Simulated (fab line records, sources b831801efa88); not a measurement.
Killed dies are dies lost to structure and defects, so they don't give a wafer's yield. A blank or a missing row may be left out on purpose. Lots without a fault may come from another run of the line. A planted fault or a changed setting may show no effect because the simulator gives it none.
A struck lot beside a sound one | flow sfq_line | 42 steps out of a route of 325
Sound: wafers L605.2, L605.3, L605.6. Struck: wafer L615.5. (L615.1, L615.2 of the same lot were not struck and are left out.) The cause comes at the end.
At each step with rows: each side's tool, then ch and its chambers, then its first start. Under that, the readings that differ: sound wafers | struck wafers | difference of the means | sigmas: that difference in standard deviations of wafers without a fault.
alike: readings whose means differ by less than 2 such deviations, and words and numbers that are the same on both sides. not compared: withheld readings, readings that some wafer has no value for, bounds like >300 that may hide the same value, and numbers for which the record gives no deviation and whose values overlap.
The two part at a step that has a row with sigmas, a row that says differs or no value, or rows on one side only. Numbers that don't overlap but have no deviation are shown without sigmas and don't part them. A reading that every wafer of one side lacks parts them only if that side has two wafers or more.

first, 6 steps without rows for these wafers: SFQ_TRILAYER_C5_LITHO_COAT_156 (resist thk 62 nm); SFQ_TRILAYER_C5_LITHO_COAT_151 (resist thk 650 nm); SFQ_TRILAYER_C5_LITHO_SOFTBAKE_155; SFQ_TRILAYER_C5_LITHO_EXPOSE_152 (exposes mask C5, target cd 500 nm); SFQ_TRILAYER_C5_LITHO_PEB_154 (peb time 60 s); SFQ_TRILAYER_C5_LITHO_DEVELOP_153 (time 60 s).
SFQ_C5_OVL_MEAS_937:
  sound on overlay-01, day 69 10:36; struck on overlay-02, day 76 06:20
  alike: C5_OVL
SFQ_TRILAYER_C5_BARC_OPEN_VIA_ETCH_210: etches BARC in O2, target depth 125 nm, time 41.7 s.
  sound on rie_diel-03 ch 0,1,3, day 69 10:38; struck on rie_diel-03 ch 3, day 76 06:23
  reading               | sound             | struck | difference | sigmas
  oes_product_au (a.u.) | 0.675 0.680 0.686 | 0.692  | +0.012     | +3
  alike: drypump_motor_current_A
  not compared: rf_hours_counter_h
then, 1 step without rows for these wafers: SFQ_TRILAYER_C5_ETCH_VIA_ETCH_154 (etches SiO2 in CHF3, stops on Nb, target depth 84 nm).
SFQ_TRILAYER_C5_STRIP_STRIP_155: strips in O2.
  sound on rie_metal-04 ch 0,1, day 69 10:43; struck on rie_metal-02 ch 0, day 76 06:28
  reading               | sound             | struck | difference | sigmas
  oes_product_au (a.u.) | 1.011 1.013 0.993 | 0.983  | -0.023     | -2
  alike: drypump_motor_current_A, platen_temp_c
  not compared: rf_hours_counter_h
then, 2 steps without rows for these wafers: SFQ_TRILAYER_C5_STRIP_SOLV_CLEAN_156 (cleans in NMP, time 600 s); SFQ_TRILAYER_M6_DEP_PRE_CLEAN_158 (time 22.5 s).
SFQ_TRILAYER_M6_DEP_SPUTTER_157: material Nb, target thk 200 nm, time 133.3 s.
  sound on pvd_sputter-04, day 69 11:31; struck on pvd_sputter-04, day 76 07:16
  reading                                             | sound             | struck | difference | sigmas
  model.Nb_of_TRILAYER_M6_DEP_SPUTTER_157.thk_nm (nm) | 200.2 199.5 199.5 | 109.8  | -89.9      |
  alike: throttle_valve_pct
SFQ_M6_RS_MEAS_938: measures by four-point-probe.
  sound on film_metro-03, day 69 11:38; struck on film_metro-03, day 76 07:22
  reading           | sound             | struck | difference | sigmas
  M6_NB_RS (ohm/sq) | 0.888 0.892 0.891 | 1.636  | +0.746     | +98
then, 6 steps without rows for these wafers: SFQ_TRILAYER_M6_LITHO_COAT_164 (resist thk 62 nm); SFQ_TRILAYER_M6_LITHO_COAT_159 (resist thk 600 nm); SFQ_TRILAYER_M6_LITHO_SOFTBAKE_163; SFQ_TRILAYER_M6_LITHO_EXPOSE_160 (exposes mask M6, target cd 500 nm); SFQ_TRILAYER_M6_LITHO_PEB_162 (peb time 60 s); SFQ_TRILAYER_M6_LITHO_DEVELOP_161 (time 60 s).
SFQ_M6_OVL_MEAS_940:
  sound on overlay-02, day 71 00:13; struck on overlay-01, day 76 09:47
  alike: M6_OVL
SFQ_TRILAYER_M6_BARC_OPEN_METAL_ETCH_206: etches BARC in O2, target depth 125 nm, time 41.7 s.
  sound on rie_metal-02 ch 0,1, day 71 00:14; struck on rie_metal-02 ch 0, day 76 09:50
  alike: drypump_motor_current_A, oes_product_au
  not compared: rf_hours_counter_h
SFQ_TRILAYER_M6_ETCH_METAL_ETCH_162: etches Nb in Cl2/Ar, stops on SiO2, target depth 240 nm, time 120 s.
  sound on rie_metal-02 ch 0,1, day 71 00:18; struck on rie_metal-02 ch 0, day 76 09:53
  reading               | sound             | struck | difference | sigmas
  oes_product_au (a.u.) | 0.895 0.893 0.890 | 0.669  | -0.224     | -36
  alike: drypump_motor_current_A
  not compared: rf_hours_counter_h
SFQ_TRILAYER_M6_STRIP_STRIP_163: strips in O2.
  sound on rie_metal-02 ch 0,1, day 71 00:25; struck on rie_metal-02 ch 0, day 76 10:01
  alike: drypump_motor_current_A, oes_product_au, platen_temp_c
  not compared: rf_hours_counter_h
then, 2 steps without rows for these wafers: SFQ_TRILAYER_M6_STRIP_SOLV_CLEAN_164 (cleans in NMP, time 600 s); SFQ_TRILAYER_I6_DEP_PECVD_165 (deposits SiO2 from SiH4/N2O, time 111.11 s, target thk 500 nm).
SFQ_TRILAYER_I6_CMP_CMP_166: polishes SiO2.
  sound on cmp-01 ch 0,1,3, day 71 05:04; struck on cmp-02 ch 2, day 76 15:33
  alike: motor_current_A, platen_rpm, retaining_ring_pressure_frac, time_to_endpoint_s
SFQ_I6_BOW_MEAS_941:
  sound on film_metro-01, day 71 07:35; struck on film_metro-02, day 76 17:03
  alike: I6_BOW
then, 7 steps without rows for these wafers: SFQ_TRILAYER_I6_METRO_MEASURE_167; SFQ_TRILAYER_I6_VIA_LITHO_COAT_174 (resist thk 62 nm); SFQ_TRILAYER_I6_VIA_LITHO_COAT_169 (resist thk 650 nm); SFQ_TRILAYER_I6_VIA_LITHO_SOFTBAKE_173; SFQ_TRILAYER_I6_VIA_LITHO_EXPOSE_170 (exposes mask I6, target cd 700 nm); SFQ_TRILAYER_I6_VIA_LITHO_PEB_172 (peb time 60 s); SFQ_TRILAYER_I6_VIA_LITHO_DEVELOP_171 (time 60 s).
SFQ_I6_OVL_MEAS_942:
  sound on overlay-02, day 71 11:08; struck on overlay-01, day 77 21:31
  alike: I6_OVL
then, 5 steps without rows for these wafers: SFQ_TRILAYER_I6_VIA_BARC_OPEN_VIA_ETCH_235 (etches BARC in O2, target depth 125 nm, time 41.7 s); SFQ_TRILAYER_I6_VIA_ETCH_VIA_ETCH_172 (etches SiO2 in CHF3, stops on Nb, target depth 260 nm); SFQ_TRILAYER_I6_VIA_STRIP_STRIP_173 (strips in O2); SFQ_TRILAYER_I6_VIA_STRIP_SOLV_CLEAN_174 (cleans in NMP, time 600 s); SFQ_TRILAYER_M7_DEP_PRE_CLEAN_176 (time 22.5 s).
-- the record jumps here: 5 days lie between the struck wafers' starts before and after --
SFQ_M8_BOW_MEAS_951:
  sound on film_metro-01, day 76 21:53; struck on film_metro-01, day 83 06:21
  reading                 | sound                | struck | difference | sigmas
  model.etest.m6.ohm_um   | 1.714 1.713 1.712    | 3.104  | +1.391     |
  model.etest.i5.link_ohm | 2.294 2.278 2.266    | 3.158  | +0.879     |
  model.etest.c5.link_ohm | 8.075 8.129 8.181    | 8.953  | +0.825     |
  model.etest.m6.ohm_sq   | 0.8885 0.8919 0.8916 | 1.62   | +0.73      |
  model.etest.i6.link_ohm | 1.89 1.895 1.894     | 2.589  | +0.696     |
  alike: M8_BOW

WHERE THEY PART
First at SFQ_TRILAYER_C5_BARC_OPEN_VIA_ETCH_210; last, within this record, at SFQ_TRILAYER_M6_ETCH_METAL_ETCH_162. Later steps at which nothing parts them and some readings are alike: SFQ_TRILAYER_M6_STRIP_STRIP_163, SFQ_TRILAYER_I6_CMP_CMP_166, SFQ_I6_BOW_MEAS_941, SFQ_I6_OVL_MEAS_942, SFQ_M8_BOW_MEAS_951.

WHY: what the simulator had put in
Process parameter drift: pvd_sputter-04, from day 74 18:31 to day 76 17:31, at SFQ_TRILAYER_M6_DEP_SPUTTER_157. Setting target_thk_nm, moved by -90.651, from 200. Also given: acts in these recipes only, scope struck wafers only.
